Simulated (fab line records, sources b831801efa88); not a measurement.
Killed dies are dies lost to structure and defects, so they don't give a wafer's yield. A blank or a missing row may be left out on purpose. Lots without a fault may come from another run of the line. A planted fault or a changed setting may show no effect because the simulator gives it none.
Which tool did it? | flow sky130 | 6 lots, 18 wafers sampled, at 1 step of a route of 708

WHAT THE GAUGES READ, wafer by wafer
SKY_PWDE_TW_MEAS_10.
lot  | measured    | on            | PWDE_TW
L415 | day 3 23:47 | film_metro-03 | 373 372 372
L427 | day 7 01:28 | film_metro-04 | 373 374 373
L431 | day 7 22:22 | film_metro-03 | 371 372 369
L433 | day 8 10:02 | film_metro-02 | 376 376 378
L435 | day 8 20:23 | film_metro-03 | 373 374 373
L437 | day 9 05:23 | film_metro-04 | 374 377 375

WHICH TOOL RAN EACH LOT (tool, then ch and the chambers of the sampled wafers, then the start)
The record holds no process step before these readings.

THE ANSWER, worked out from the rows above alone
Rule: what is usual is taken from the lots themselves. Put in order of their means at a reading, lots are off if they are a third of the lots or fewer, leave a main group of 4 or more, and stand apart from it by a gap of 3 or more times the standard deviation of the main group's means; of several such gaps the widest counts. A main group whose means are all the same, to the digits that the tables above print for the reading, isn't used. A lot without any number at a reading at which 4 lots or more have one is off too. The other lots that the step has rows for count as sound.
No lot is off at any reading shown: from this, nothing can be told.

WHAT THE SIMULATOR HAD PUT IN
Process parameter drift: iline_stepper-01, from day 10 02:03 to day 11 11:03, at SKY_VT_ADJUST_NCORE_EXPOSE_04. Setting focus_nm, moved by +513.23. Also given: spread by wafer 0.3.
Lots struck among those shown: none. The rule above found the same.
